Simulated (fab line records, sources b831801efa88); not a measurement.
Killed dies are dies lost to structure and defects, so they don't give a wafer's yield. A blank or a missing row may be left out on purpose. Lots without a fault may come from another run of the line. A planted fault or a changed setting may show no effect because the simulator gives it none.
fab line records | flow sky130
record lots=5 wafers=15 last_day=50
route steps=708 shown SD_N@358 SD_P@359 RES_XHIGH@360 SALICIDE@361 LI_CONTACT@362 LOCAL_INTERCONNECT@387
lots that met no fault: from a run of the same line without faults
start_h: hours from the record's first day to the start of the lot's first wafer shown | wait_h: hours since the lot's step before | " the same as in the row above | L1.1+2: a row that stands for several wafers | - no value, or no start given | * or withheld: withheld | < > ~ a bound
route shown NAME@n: a module of which the file shows steps, and the number in the route of the first | usual: mean/standard deviation of fault-free wafers | same: alike in all rows | chamber/n: place in a boat | sites: the reading at each site | _std_site: their standard deviation | _edge_site: outer sites' mean less inner sites' | radius_mm: how far each site lies from the wafer's centre | mask NAME#n: copy n | behind: the tool/chamber that last shaped the wafer | hold: why the lot was held/for how many hours/how that ended | device: the transistor (n, p or np) that didn't switch | end of line: the same wafers' tests at the end of the route | a step without rows: its recipe alone | killed: dies lost to structure and defects at the first sort, not the wafer's yield | map: a wafer's dies, x killed, . not, _ none there
set.NAME: the setting as run; set.NAME@STEP: as run at that earlier step | model.NAME: the simulator's own value behind a step, which no gauge read
lots at some steps of the route; a table a step, a row a wafer
services: from which hour (start_h, from the record's first day; less than 0 if before it) a tool's chamber was out of use, for how many hours, and why
## steps
# step SKY_SD_N_RS_MEAS_16
# recipe thk_meas_gauge=four-point-probe
# usual SD_N_RS=68.57/0.12
# columns lot.wafer tool chamber start_h wait_h SD_N_RS[ohm/sq]
L078.2 film_metro-01 - 689.28 0.1 68.43
L078.3 " - " " 68.51
L078.6 " - " " 68.53
L080.2 film_metro-02 - 689.79 0.1 68.47
L080.3 " - " " 68.40
L080.6 " - " " 68.57
L089.1 film_metro-02 - 779.30 0.1 68.60
L089.4 " - " " 68.62
L089.6 " - " " 68.55
L092.1 film_metro-03 - 798.22 0.1 68.75
L092.2 " - " " 68.78
L092.4 " - " " 68.70
L095.2 film_metro-01 - 821.83 0.1 68.51
L095.3 " - " " 68.49
L095.5 " - " " 68.57
# step SKY_SD_N_RS_MEAS_17
# recipe thk_meas_gauge=four-point-probe
# usual SD_P_RS=147.1/0.37
# columns lot.wafer tool chamber start_h wait_h SD_P_RS[ohm/sq]
L078.2 film_metro-01 - 689.40 0.1 146.3
L078.3 " - " " 147.0
L078.6 " - " " 146.8
L080.2 film_metro-02 - 689.91 0.1 147.0
L080.3 " - " " 147.0
L080.6 " - " " 147.3
L089.1 film_metro-02 - 779.42 0.1 147.2
L089.4 " - " " 147.5
L089.6 " - " " 147.4
L092.1 film_metro-03 - 798.34 0.1 147.9
L092.2 " - " " 147.3
L092.4 " - " " 147.8
L095.2 film_metro-01 - 821.95 0.1 146.9
L095.3 " - " " 147.0
L095.5 " - " " 146.9
# step SKY_SD_N_RS_MEAS_18
# recipe thk_meas_gauge=four-point-probe
# usual RES_XHIGH_RS=333.2/1.2
# columns lot.wafer tool chamber start_h wait_h RES_XHIGH_RS[ohm/sq]
L078.2 film_metro-01 - 689.52 0.1 330.5
L078.3 " - " " 332.3
L078.6 " - " " 330.9
L080.2 film_metro-02 - 690.03 0.1 332.5
L080.3 " - " " 332.4
L080.6 " - " " 332.5
L089.1 film_metro-02 - 779.54 0.1 332.9
L089.4 " - " " 334.5
L089.6 " - " " 333.5
L092.1 film_metro-03 - 798.46 0.1 334.5
L092.2 " - " " 335.1
L092.4 " - " " 334.8
L095.2 film_metro-01 - 822.07 0.1 332.6
L095.3 " - " " 332.6
L095.5 " - " " 333.0
# step SKY_SALICIDE_CLEAN_00
# recipe chemistry=HF-last time_s=30 dilution=100:1 dry=ipa_marangoni
# same time_s=30
# columns lot.wafer tool chamber start_h wait_h
L078.2+3+6 wet_bench-04 2 689.62 0.1
L080.2+3+6 wet_bench-02 0 690.13 0.1
L089.1+4+6 wet_bench-04 2 779.66 0.1
L092.1+2+4 wet_bench-02 0 798.58 0.1
L095.2+3+5 wet_bench-02 0 822.17 0.1
# step SKY_LI_CONTACT_HDPCVD_00
# recipe material=PSG target_thk_nm=930 sigma_open_frac=0.3 time_s=155 temp_c=600 sih4_flow_sccm=60 pressure_mtorr=6
# usual pressure_mtorr=5.999/0.012 sih4_flow_sccm=59.99/0.18
# same time_s=155
# columns lot.wafer tool chamber start_h wait_h pressure_mtorr sih4_flow_sccm
L078.2 hdpcvd-01 1 689.64 0.0 5.991 59.52
L078.3 " 0 " " 6.009 60.06
L078.6 " 2 " " 5.993 59.79
L080.2 hdpcvd-02 0 690.14 0.0 5.997 59.88
L080.3 " 2 " " 5.988 59.98
L080.6 " 2 " " 5.975 59.81
L089.1 hdpcvd-02 1 779.68 0.0 6.025 60.15
L089.4 " 1 " " 5.998 60.07
L089.6 " 2 " " 6.020 59.82
L092.1 hdpcvd-02 0 798.60 0.0 5.980 59.94
L092.2 " 2 " " 6.002 59.83
L092.4 " 2 " " 6.005 60.11
L095.2 hdpcvd-01 1 822.18 0.0 6.009 59.93
L095.3 " 2 " " 6.015 59.80
L095.5 " 2 " " 6.008 59.86
# step SKY_LI_CONTACT_THK_MEAS_01
# recipe reads=PSG_of_LI_CONTACT_HDPCVD_00
# usual LI_CONTACT_HDPCVD_THK=936/9.2
# columns lot.wafer tool chamber start_h wait_h LI_CONTACT_HDPCVD_THK[nm]
L078.2 film_metro-01 - 689.75 0.1 942
L078.3 " - " " 945
L078.6 " - " " 933
L080.2 film_metro-03 - 690.26 0.1 920
L080.3 " - " " 923
L080.6 " - " " 934
L089.1 film_metro-02 - 779.78 0.1 942
L089.4 " - " " 930
L089.6 " - " " 923
L092.1 film_metro-01 - 798.70 0.1 941
L092.2 " - " " 925
L092.4 " - " " 925
L095.2 film_metro-02 - 822.30 0.1 944
L095.3 " - " " 933
L095.5 " - " " 933
# step SKY_LI_CONTACT_CMP_02
# recipe material=PSG down_force_psi=4 platen_rpm=60 pad_velocity_m_s=0.94248
# usual motor_current_A=12.3/0.62 slurry_filter_dp_kPa=13.52/0.14 slurry_flow_ml_min=150.0/0.45 time_to_endpoint_s=34/3.1
# columns lot.wafer tool chamber start_h wait_h motor_current_A slurry_filter_dp_kPa slurry_flow_ml_min time_to_endpoint_s
L078.2 cmp-02 0 689.85 0.1 12.3 13.75 150.4 38
L078.3 " 2 " " 12.9 13.46 150.7 35
L078.6 " 0 " " 12.2 13.49 150.7 35
L080.2 cmp-01 2 690.41 0.1 12.7 13.50 149.1 32
L080.3 " 3 " " 12.8 13.46 150.6 31
L080.6 " 0 " " 10.7 13.51 150.8 36
L089.1 cmp-01 3 779.89 0.1 13.2 13.78 149.8 32
L089.4 " 1 " " 11.5 13.43 150.3 36
L089.6 " 3 " " 13.3 13.51 149.8 33
L092.4 cmp-01 0 798.76 0.0 10.9 13.66 149.4 37
L092.2 " 1 " " 11.7 13.75 149.8 38
L092.1 " 2 " " 12.7 13.78 150.0 41
L095.3 cmp-01 1 822.35 0.0 11.8 13.34 150.2 39
L095.2 " 0 " " 11.4 13.60 150.7 40
L095.5 " 2 " " 11.9 13.44 149.5 35
# step SKY_LI_CONTACT_BOW_MEAS_03
# recipe mode=bow
# usual LI_CONTACT_BOW=56/7.2
# columns lot.wafer tool chamber start_h wait_h LI_CONTACT_BOW[um]
L078.2 film_metro-01 - 690.12 0.2 44
L078.3 " - " " 43
L078.6 " - " " 42
L080.2 film_metro-02 - 690.63 0.2 57
L080.3 " - " " 54
L080.6 " - " " 49
L089.1 film_metro-01 - 780.14 0.2 56
L089.4 " - " " 48
L089.6 " - " " 62
L092.1 film_metro-01 - 799.06 0.1 54
L092.2 " - " " 67
L092.4 " - " " 63
L095.2 film_metro-02 - 822.67 0.1 65
L095.3 " - " " 63
L095.5 " - " " 49
# step SKY_LI_CONTACT_DEHYDRATE_04
# recipe temp_c=200 time_s=60
# usual chill_plate_temp_C=23.01/0.11 heater_power_total_W=160.38/0.12
# same time_s=60
# columns lot.wafer tool chamber start_h wait_h chill_plate_temp_C heater_power_total_W
L078.2 litho_track-01 0 704.61 14.5 23.05 160.21
L078.3 " 0 " " 23.16 160.36
L078.6 " 0 " " 23.07 160.45
L080.2 litho_track-04 0 704.72 14.1 22.97 160.38
L080.3 " 0 " " 23.02 160.55
L080.6 " 0 " " 22.96 160.28
L089.1 litho_track-04 0 793.80 13.6 23.01 160.38
L089.4 " 0 " " 22.96 160.44
L089.6 " 0 " " 22.97 160.17
L092.1 litho_track-01 0 812.69 13.6 23.02 160.39
L092.2 " 0 " " 22.92 160.46
L092.4 " 0 " " 23.11 160.40
L095.2 litho_track-01 0 834.06 11.4 22.94 160.26
L095.3 " 0 " " 22.90 160.13
L095.5 " 0 " " 22.82 160.58
# step SKY_LI_CONTACT_HMDS_05
# recipe prime_time_s=60 prime_temp_c=120
# usual chill_plate_temp_C=23.02/0.087
# columns lot.wafer tool chamber start_h wait_h chill_plate_temp_C
L078.2 litho_track-01 0 704.76 0.1 23.07
L078.3 " 0 " " 23.09
L078.6 " 0 " " 22.97
L080.2 litho_track-04 0 704.87 0.1 23.20
L080.3 " 0 " " 23.08
L080.6 " 0 " " 22.96
L089.1 litho_track-04 0 793.95 0.1 23.03
L089.4 " 0 " " 23.14
L089.6 " 0 " " 22.93
L092.1 litho_track-01 0 812.84 0.1 23.08
L092.2 " 0 " " 23.03
L092.4 " 0 " " 22.91
L095.2 litho_track-01 0 834.21 0.1 22.94
L095.3 " 0 " " 22.99
L095.5 " 0 " " 22.99
# step SKY_LI_CONTACT_COAT_06
# recipe resist=BARC temp_c=withheld time_s=withheld spin_rpm=3000 resist_thk_nm=60
# usual chill_plate_temp_C=*
# columns lot.wafer tool chamber start_h wait_h chill_plate_temp_C
L078.2 litho_track-01 0 704.91 0.1 *
L078.3 " 0 " " *
L078.6 " 0 " " *
L080.2 litho_track-04 0 705.02 0.1 *
L080.3 " 0 " " *
L080.6 " 0 " " *
L089.1 litho_track-04 0 794.10 0.1 *
L089.4 " 0 " " *
L089.6 " 0 " " *
L092.1 litho_track-01 0 812.99 0.1 *
L092.2 " 0 " " *
L092.4 " 0 " " *
L095.2 litho_track-01 0 834.36 0.1 *
L095.3 " 0 " " *
L095.5 " 0 " " *
# step SKY_LI_CONTACT_COAT_07
# recipe resist=KrF-thick spin_rpm=3000 resist_thk_nm=450
# usual chill_plate_temp_C=23.01/0.11
# columns lot.wafer tool chamber start_h wait_h chill_plate_temp_C
L078.2 litho_track-01 0 - - 22.92
L078.3 " 0 " " 22.94
L078.6 " 0 " " 23.06
L080.2 litho_track-04 0 - - 23.18
L080.3 " 0 " " 22.98
L080.6 " 0 " " 23.07
L089.1 litho_track-04 0 - - 22.98
L089.4 " 0 " " 22.85
L089.6 " 0 " " 22.96
L092.1 litho_track-01 0 - - 22.98
L092.2 " 0 " " 22.95
L092.4 " 0 " " 22.90
L095.2 litho_track-01 0 - - 23.03
L095.3 " 0 " " 22.99
L095.5 " 0 " " 23.06
# step SKY_LI_CONTACT_SOFTBAKE_08
# recipe temp_c=100 time_s=90 resist=KrF-thick
# usual chill_plate_temp_C=23.01/0.1 heater_power_total_W=57.35/0.12
# same time_s=90
# columns lot.wafer tool chamber start_h wait_h chill_plate_temp_C heater_power_total_W
L078.2 litho_track-01 0 - - 22.92 57.32
L078.3 " 0 " " 23.00 57.39
L078.6 " 0 " " 22.97 57.19
L080.2 litho_track-04 0 - - 23.11 57.51
L080.3 " 0 " " 22.91 57.51
L080.6 " 0 " " 23.05 57.25
L089.1 litho_track-04 0 - - 23.08 57.13
L089.4 " 0 " " 23.06 57.30
L089.6 " 0 " " 23.16 57.50
L092.1 litho_track-01 0 - - 22.84 57.38
L092.2 " 0 " " 22.63 57.42
L092.4 " 0 " " 22.87 57.45
L095.2 litho_track-01 0 - - 22.87 57.17
L095.3 " 0 " " 22.92 57.27
L095.5 " 0 " " 22.99 57.23
# step SKY_LI_CONTACT_EXPOSE_09
# recipe mask_id=LICM1 na=0.8 source_shape=annular sigma_inner=0.55 sigma_outer=0.85 target_cd_nm=170 dose_mj=38
# same sigma_inner=0.55
# columns lot.wafer tool chamber start_h wait_h mask
L078.2+3+6 krf_scanner-02 0 - - LICM1#0
L080.2+3+6 krf_scanner-01 0 - - LICM1#0
L089.1+4+6 krf_scanner-02 0 - - LICM1#0
L092.1+2+4 krf_scanner-01 0 - - LICM1#0
L095.2+3+5 krf_scanner-02 0 - - LICM1#0
# step SKY_LI_CONTACT_PEB_10
# recipe peb_temp_c=withheld peb_time_s=withheld resist=KrF-thick
# usual chill_plate_temp_C=*
# columns lot.wafer tool chamber start_h wait_h chill_plate_temp_C
L078.2 litho_track-04 0 - - *
L078.3 " 0 " " *
L078.6 " 0 " " *
L080.2 litho_track-01 0 - - *
L080.3 " 0 " " *
L080.6 " 0 " " *
L089.1 litho_track-04 0 - - *
L089.4 " 0 " " *
L089.6 " 0 " " *
L092.1 litho_track-04 0 - - *
L092.2 " 0 " " *
L092.4 " 0 " " *
L095.2 litho_track-01 0 - - *
L095.3 " 0 " " *
L095.5 " 0 " " *
# step SKY_LI_CONTACT_DEVELOP_11
# recipe develop_time_s=60 resist=KrF-thick dev_temp_c=21
# usual chill_plate_temp_C=23.01/0.12 developer_temp_C=21.01/0.097
# same develop_time_s=60
# columns lot.wafer tool chamber start_h wait_h chill_plate_temp_C developer_temp_C
L078.2 litho_track-04 0 - - 23.20 21.01
L078.3 " 0 " " 23.22 20.95
L078.6 " 0 " " 23.14 20.90
L080.2 litho_track-01 0 - - 23.03 20.89
L080.3 " 0 " " 23.10 21.05
L080.6 " 0 " " 22.90 20.94
L089.1 litho_track-04 0 - - 22.96 21.22
L089.4 " 0 " " 22.97 21.10
L089.6 " 0 " " 22.84 21.12
L092.1 litho_track-04 0 - - 23.09 20.91
L092.2 " 0 " " 23.02 21.00
L092.4 " 0 " " 23.04 21.00
L095.2 litho_track-01 0 - - 23.09 21.10
L095.3 " 0 " " 22.99 21.05
L095.5 " 0 " " 23.05 21.20
# step SKY_LI_CONTACT_CD_MEAS_12
# recipe target_cd_nm=170
# usual cd_nm=170.1/1.6
# columns lot.wafer tool chamber start_h wait_h cd_nm
L078.2 cd_sem-01 - 718.27 - 168.0
L078.3 " - " " 167.5
L078.6 " - " " 170.0
L080.2 cd_sem-02 - 718.40 - 169.9
L080.3 " - " " 169.4
L080.6 " - " " 169.9
L089.1 cd_sem-02 - 807.60 - 169.6
L089.4 " - " " 170.3
L089.6 " - " " 170.6
L092.1 cd_sem-02 - 826.60 - 168.3
L092.2 " - " " 169.5
L092.4 " - " " 170.4
L095.2 cd_sem-02 - 848.41 - 169.6
L095.3 " - " " 169.5
L095.5 " - " " 168.3
# step SKY_LI_CONTACT_OVL_MEAS_13
# usual LI_CONTACT_OVL=-1/4.8
# columns lot.wafer tool chamber start_h wait_h LI_CONTACT_OVL[nm]
L078.2 overlay-01 - 718.38 0.1 6
L078.3 " - " " -2
L078.6 " - " " 2
L080.2 overlay-02 - 718.51 0.1 -2
L080.3 " - " " -7
L080.6 " - " " -4
L089.1 overlay-01 - 807.72 0.1 0
L089.4 " - " " 0
L089.6 " - " " 3
L092.1 overlay-01 - 826.72 0.1 -11
L092.2 " - " " -4
L092.4 " - " " -5
L095.2 overlay-02 - 848.51 0.1 -2
L095.3 " - " " 1
L095.5 " - " " 7
# step SKY_LI_CONTACT_ETCH_14
# recipe chemistry=N2/H2 target=BARC ion_energy_ev=200 source_w=500 bias_w=100 pressure_mtorr=30 n2_flow_sccm=100 h2_flow_sccm=200 stop_on=SiO2 time_s=45.9 target_depth_a=600
# usual drypump_motor_current_A=5.4/0.4 oes_product_au=0.855/0.005 throttle_valve_pct=13.225/0.0087
# same time_s=45.9
# columns lot.wafer tool chamber start_h wait_h drypump_motor_current_A oes_product_au rf_hours_counter_h throttle_valve_pct
L078.2 rie_diel-01 0 718.41 0.0 5.1 0.840 18 13.240
L078.3 " 1 " " 5.0 0.857 23 13.228
L078.6 " 1 " " 5.0 0.845 - 13.210
L080.2 rie_diel-02 1 718.54 0.0 6.0 0.848 14 13.232
L080.3 " 2 " " 5.2 0.858 14 13.219
L080.6 " 2 " " 5.2 0.853 - 13.214
L089.1 rie_diel-01 3 807.76 0.0 5.7 0.862 5 13.246
L089.4 " 1 " " 5.0 0.855 26 13.220
L089.6 " 1 " " 5.0 0.859 - 13.223
L092.1 rie_diel-02 3 826.76 0.0 6.0 0.866 24 13.231
L092.2 " 0 " " 5.0 0.864 5 13.227
L092.4 " 1 " " 6.0 0.848 18 13.222
L095.2 rie_diel-01 3 848.54 0.0 5.7 0.859 6 13.228
L095.3 " 0 " " 5.1 0.861 21 13.236
L095.5 " 1 " " 4.9 0.849 - 13.220
# step SKY_LI_CONTACT_ETCH_15
# recipe target=PSG chemistry=C4F8/O2/Ar stop_on=Si taper_deg=4.15 mask_material=KrF-thick source_w=1500 bias_w=1200 pressure_mtorr=40 c4f8_flow_sccm=withheld O2_flow_sccm=6 Ar_flow_sccm=300 time_s=withheld target_depth_a=6000
# usual oes_product_au=0.837/0.0039
# columns lot.wafer tool chamber start_h wait_h oes_product_au
L078.2 rie_diel-01 0 718.45 0.0 0.845
L078.3 " 1 " " 0.836
L078.6 " 1 " " 0.834
L080.2 rie_diel-02 1 718.58 0.0 0.838
L080.3 " 2 " " 0.843
L080.6 " 2 " " 0.838
L089.1 rie_diel-01 3 807.80 0.0 0.838
L089.4 " 1 " " 0.845
L089.6 " 1 " " 0.836
L092.1 rie_diel-02 3 826.80 0.0 0.834
L092.2 " 0 " " 0.834
L092.4 " 1 " " 0.845
L095.2 rie_diel-01 3 848.58 0.0 0.831
L095.3 " 0 " " 0.835
L095.5 " 1 " " 0.839
# step SKY_LI_CONTACT_STRIP_16
# recipe chemistry=O2/N2 power_w=1400 pressure_mtorr=1500 platen_temp_c=withheld o2_flow_sccm=3000 n2_flow_sccm=300 overash_fraction=0.5
# usual drypump_motor_current_A=5.5/0.61 oes_product_au=0.376/0.005 strip_time_to_endpoint_s=3.49/0.032
# columns lot.wafer tool chamber start_h wait_h drypump_motor_current_A oes_product_au rf_hours_counter_h strip_time_to_endpoint_s
L078.2 plasma_asher-04 1 718.53 - 4.8 0.365 31 3.49
L078.3 " 1 " " 4.8 0.379 - 3.51
L078.6 " 0 " " 6.3 0.381 - 3.49
L080.2 plasma_asher-03 0 718.67 - 5.7 0.376 90 3.53
L080.3 " 1 " " 6.2 0.372 - 3.50
L080.6 " 1 " " 6.2 0.375 - 3.52
L089.1 plasma_asher-02 1 807.88 - 5.0 0.371 6 3.50
L089.4 " 0 " " 5.2 0.376 - 3.52
L089.6 " 0 " " 5.2 0.379 - 3.54
L092.1 plasma_asher-03 1 826.88 - 6.2 0.375 101 3.49
L092.2 " 0 " " 5.7 0.371 101 3.51
L092.4 " 0 " " 5.7 0.382 - 3.50
L095.2 plasma_asher-04 1 848.67 - 4.8 0.380 44 3.48
L095.3 " 1 " " 4.8 0.367 - 3.49
L095.5 " 0 " " 6.4 0.381 - 3.54
# step SKY_LI_CONTACT_CLEAN_17
# recipe chemistry=NMP time_s=600 temp_c=60 dry=n2_spin
# same time_s=600
# columns lot.wafer tool chamber start_h wait_h
L078.2+3+6 wet_bench-01 0 718.63 0.1
L080.2+3+6 wet_bench-02 2 718.77 0.1
L089.1+4+6 wet_bench-04 3 807.98 0.1
L092.1+2+4 wet_bench-04 3 826.98 0.1
L095.2+3+5 wet_bench-04 1 848.77 0.1
# step SKY_LI_CONTACT_PRE_CLEAN_18
# recipe gas=Ar time_s=5.6 bias_v=358
# same time_s=5.6
# columns lot.wafer tool chamber start_h wait_h
L078.2+3+6 pvd_sputter-03 - 718.81 0.0
L080.2+3+6 pvd_sputter-02 - 718.94 0.0
L089.1+4+6 pvd_sputter-02 - 808.16 0.0
L092.1+2+4 pvd_sputter-01 - 827.16 0.0
L095.2+3+5 pvd_sputter-01 - 848.94 0.0
# step SKY_LI_CONTACT_SPUTTER_19
# recipe material=Ti target_thk_nm=20 chamber_pressure_pa=5 power_w=2500 substrate_temp_c=200 time_s=106.37
# usual throttle_valve_pct=30.6/0.81
# same time_s=106.37
# columns lot.wafer tool chamber start_h wait_h throttle_valve_pct
L078.2 pvd_sputter-03 - 718.83 0.0 30.2
L078.3 " - " " 31.4
L078.6 " - " " 31.3
L080.2 pvd_sputter-02 - 718.96 0.0 29.0
L080.3 " - " " 31.4
L080.6 " - " " 30.5
L089.1 pvd_sputter-02 - 808.18 0.0 31.6
L089.4 " - " " 30.3
L089.6 " - " " 29.3
L092.1 pvd_sputter-01 - 827.18 0.0 29.8
L092.2 " - " " 30.4
L092.4 " - " " 31.1
L095.2 pvd_sputter-01 - 848.96 0.0 31.0
L095.3 " - " " 31.1
L095.5 " - " " 31.3
# step SKY_LI_CONTACT_SPUTTER_20
# recipe material=TiN target_thk_nm=20 chamber_pressure_pa=5 power_w=4000 time_s=80
# usual throttle_valve_pct=30.5/0.77
# same time_s=80
# columns lot.wafer tool chamber start_h wait_h throttle_valve_pct
L078.2 pvd_sputter-03 - 718.90 0.0 30.1
L078.3 " - " " 31.2
L078.6 " - " " 31.1
L080.2 pvd_sputter-02 - 719.04 0.0 29.1
L080.3 " - " " 31.2
L080.6 " - " " 30.6
L089.1 pvd_sputter-02 - 808.25 0.0 31.3
L089.4 " - " " 30.3
L089.6 " - " " 29.3
L092.1 pvd_sputter-01 - 827.25 0.0 29.8
L092.2 " - " " 30.1
L092.4 " - " " 31.0
L095.2 pvd_sputter-01 - 849.04 0.0 31.0
L095.3 " - " " 31.0
L095.5 " - " " 31.0
# step SKY_LI_CONTACT_CVD_21
# recipe material=W target_thk_nm=400 time_s=120.56 temp_c=400 pressure_torr=40
# usual chamber_pressure_Torr=40.00/0.091 heater_power_w=909/57
# same time_s=120.56
# columns lot.wafer tool chamber start_h wait_h chamber_pressure_Torr heater_power_w
L078.2 cvd_w-01 1 718.96 0.0 40.02 906
L078.3 " 1 " " 40.06 942
L078.6 " 0 " " 39.99 809
L080.2 cvd_w-02 0 719.10 0.0 39.99 971
L080.3 " 0 " " 39.97 974
L080.6 " 1 " " 39.83 929
L089.1 cvd_w-02 0 808.31 0.0 39.90 991
L089.4 " 1 " " 39.96 902
L089.6 " 1 " " 39.97 919
L092.1 cvd_w-02 1 827.32 0.0 40.11 916
L092.2 " 0 " " 40.10 951
L092.4 " 0 " " 39.99 984
L095.2 cvd_w-01 1 849.10 0.0 39.97 940
L095.3 " 1 " " 40.11 934
L095.5 " 0 " " 40.07 847
# step SKY_LI_CONTACT_RS_MEAS_22
# recipe thk_meas_gauge=four-point-probe reads=W_of_LI_CONTACT_CVD_21+TiN_of_LI_CONTACT_SPUTTER_20+Ti_of_LI_CONTACT_SPUTTER_19
# usual LI_CONTACT_W_RS=0.284/0.0053
# columns lot.wafer tool chamber start_h wait_h LI_CONTACT_W_RS[ohm/sq]
L078.2 film_metro-03 - 719.11 0.1 0.285
L078.3 " - " " 0.284
L078.6 " - " " 0.282
L080.2 film_metro-02 - 719.25 0.1 0.286
L080.3 " - " " 0.286
L080.6 " - " " 0.275
L089.1 film_metro-03 - 808.44 0.1 0.290
L089.4 " - " " 0.274
L089.6 " - " " 0.275
L092.1 film_metro-03 - 827.44 0.1 0.276
L092.2 " - " " 0.289
L092.4 " - " " 0.290
L095.2 film_metro-01 - 849.25 0.1 0.286
L095.3 " - " " 0.283
L095.5 " - " " 0.283
# step SKY_LI_CONTACT_THK_MEAS_23
# recipe thk_meas_gauge=xrf reads=W_of_LI_CONTACT_CVD_21
# usual LI_CONTACT_W_THK=410/9.2
# columns lot.wafer tool chamber start_h wait_h LI_CONTACT_W_THK[nm]
L078.2 film_metro-03 - 719.22 0.1 410
L078.3 " - " " 412
L078.6 " - " " 415
L080.2 film_metro-02 - 719.36 0.1 412
L080.3 " - " " 411
L080.6 " - " " 429
L089.1 film_metro-03 - 808.56 0.1 400
L089.4 " - " " 429
L089.6 " - " " 428
L092.1 film_metro-03 - 827.56 0.1 426
L092.2 " - " " 405
L092.4 " - " " 402
L095.2 film_metro-01 - 849.36 0.1 404
L095.3 " - " " 407
L095.5 " - " " 408
# step SKY_LI_CONTACT_CMP_24
# recipe stop_on=PSG t_overpolish_s=20 down_force_psi=3.5 platen_rpm=60 target_thk_nm=0 pad_velocity_m_s=0.94248
# usual motor_current_A=11.2/0.57 overpolish_run_s=20.000/0.0097 slurry_filter_dp_kPa=13.51/0.13 slurry_flow_ml_min=149.9/0.48 time_to_endpoint_s=98/4.5
# columns lot.wafer tool chamber start_h wait_h motor_current_A overpolish_run_s slurry_filter_dp_kPa slurry_flow_ml_min time_to_endpoint_s
L078.2 cmp-01 0 719.37 0.1 9.8 19.989 13.55 148.9 103
L078.3 " 1 " " 10.6 20.019 13.60 149.1 99
L078.6 " 3 " " 11.8 20.008 13.34 149.7 95
L080.2 cmp-01 0 719.57 0.2 10.2 20.004 13.47 149.4 102
L080.3 " 2 " " 11.1 19.995 13.41 150.5 96
L080.6 " 0 " " 10.5 19.997 13.51 150.0 105
L089.1 cmp-02 0 808.62 0.1 11.5 20.017 13.56 150.2 100
L089.4 " 1 " " 11.0 20.001 13.45 150.2 104
L089.6 " 0 " " 11.3 20.002 13.48 150.2 101
L092.2 cmp-02 2 827.62 0.0 11.7 19.990 13.79 150.5 93
L092.4 " 0 " " 11.6 20.004 13.59 150.3 94
L092.1 " 1 " " 10.8 19.992 13.59 148.9 105
L095.2 cmp-02 2 849.41 0.0 11.0 19.986 13.46 149.2 94
L095.3 " 0 " " 11.1 20.005 13.49 149.7 99
L095.5 " 2 " " 11.7 20.020 13.57 149.9 95
# step SKY_LOCAL_INTERCONNECT_SPUTTER_00
# recipe material=TiN target_thk_nm=100 temp_c=300 power_w=6500 time_s=83.3 chamber_pressure_pa=0.4
# usual throttle_valve_pct=30.1/1.3
# same time_s=83.3
# columns lot.wafer tool chamber start_h wait_h throttle_valve_pct
L078.2 pvd_sputter-04 - 719.57 0.1 29.3
L078.3 " - " " 32.5
L078.6 " - " " 32.6
L080.2 pvd_sputter-01 - 719.87 0.2 30.8
L080.3 " - " " 30.3
L080.6 " - " " 31.0
L089.1 pvd_sputter-01 - 808.92 0.2 29.8
L089.4 " - " " 29.9
L089.6 " - " " 31.1
L092.1 pvd_sputter-03 - 827.92 0.1 29.7
L092.2 " - " " 31.0
L092.4 " - " " 29.3
L095.2 pvd_sputter-03 - 849.71 0.2 29.4
L095.3 " - " " 29.7
L095.5 " - " " 30.1
# step SKY_LOCAL_INTERCONNECT_RS_MEAS_01
# recipe thk_meas_gauge=four-point-probe reads=TiN_of_LOCAL_INTERCONNECT_SPUTTER_00
# usual LOCAL_INTERCONNECT_TIN_RS=14.22/0.21
# columns lot.wafer tool chamber start_h wait_h LOCAL_INTERCONNECT_TIN_RS[ohm/sq]
L078.2 film_metro-04 - 719.65 0.1 14.33
L078.3 " - " " 14.29
L078.6 " - " " 14.27
L080.2 film_metro-01 - 719.95 0.1 13.97
L080.3 " - " " 14.25
L080.6 " - " " 14.37
L089.1 film_metro-01 - 808.98 0.0 14.21
L089.4 " - " " 14.21
L089.6 " - " " 14.42
L092.1 film_metro-04 - 827.98 0.0 14.15
L092.2 " - " " 13.97
L092.4 " - " " 14.07
L095.2 film_metro-01 - 849.79 0.1 13.92
L095.3 " - " " 13.86
L095.5 " - " " 13.93
# step SKY_LOCAL_INTERCONNECT_THK_MEAS_02
# recipe thk_meas_gauge=xrf reads=TiN_of_LOCAL_INTERCONNECT_SPUTTER_00
# usual LOCAL_INTERCONNECT_TIN_THK=98.8/1.7
# columns lot.wafer tool chamber start_h wait_h LOCAL_INTERCONNECT_TIN_THK[nm]
L078.2 film_metro-04 - 719.76 0.1 98.0
L078.3 " - " " 98.2
L078.6 " - " " 98.5
L080.2 film_metro-01 - 720.06 0.1 100.5
L080.3 " - " " 98.7
L080.6 " - " " 97.6
L089.1 film_metro-01 - 809.10 0.1 99.9
L089.4 " - " " 98.9
L089.6 " - " " 98.0
L092.1 film_metro-04 - 828.10 0.1 98.9
L092.2 " - " " 100.5
L092.4 " - " " 99.8
L095.2 film_metro-01 - 849.90 0.1 100.8
L095.3 " - " " 101.7
L095.5 " - " " 101.8
# step SKY_LOCAL_INTERCONNECT_DEHYDRATE_03
# recipe temp_c=200 time_s=60
# usual chill_plate_temp_C=23.01/0.12 heater_power_total_W=160.37/0.12
# same time_s=60
# columns lot.wafer tool chamber start_h wait_h chill_plate_temp_C heater_power_total_W
L078.2 litho_track-02 0 733.77 14.0 22.86 160.47
L078.3 " 0 " " 22.88 160.39
L078.6 " 0 " " 23.03 160.56
L080.2 litho_track-03 0 734.29 14.2 23.12 160.26
L080.3 " 0 " " 23.15 160.39
L080.6 " 0 " " 22.93 160.35
L089.1 litho_track-02 0 822.44 13.3 23.08 160.25
L089.4 " 0 " " 22.99 160.33
L089.6 " 0 " " 22.98 160.28
L092.1 litho_track-04 0 841.20 13.1 23.02 160.41
L092.2 " 0 " " 23.09 160.24
L092.4 " 0 " " 22.94 160.44
L095.2 litho_track-04 0 861.48 11.6 23.18 160.21
L095.3 " 0 " " 23.04 160.41
L095.5 " 0 " " 23.10 160.56
## services
# columns tool chamber start_h hours kind
rie_diel-01 3 674.83 5.5 repair
pvd_sputter-01 - 694.27 5.5 repair
rie_diel-01 0 695.27 15.5 repair
rie_diel-01 2 701.23 1.7 repair
hdpcvd-02 2 705.53 2.7 repair
krf_scanner-02 - 711.01 1.1 repair
krf_scanner-02 - 712.91 1.0 pm
rie_diel-02 3 713.31 10.1 repair
cmp-02 - 716.44 11.6 pm
krf_scanner-02 - 726.39 0.2 repair
cmp-01 - 737.57 0.2 repair
cmp-01 - 741.56 22.3 repair
rie_diel-02 - 748.16 0.3 repair
rie_diel-01 0 759.99 7.0 repair
cmp-01 - 763.89 4.0 pm
krf_scanner-02 - 764.90 1.3 pm
rie_diel-02 2 769.92 24.9 repair
krf_scanner-02 - 776.04 3.5 repair
cmp-02 - 784.41 0.7 repair
krf_scanner-02 - 796.03 3.6 pm
cmp-01 - 829.29 0.4 repair
hdpcvd-02 - 831.65 4.9 repair
rie_diel-01 2 833.96 5.1 repair
cmp-01 - 840.09 3.4 pm
## key
fault none
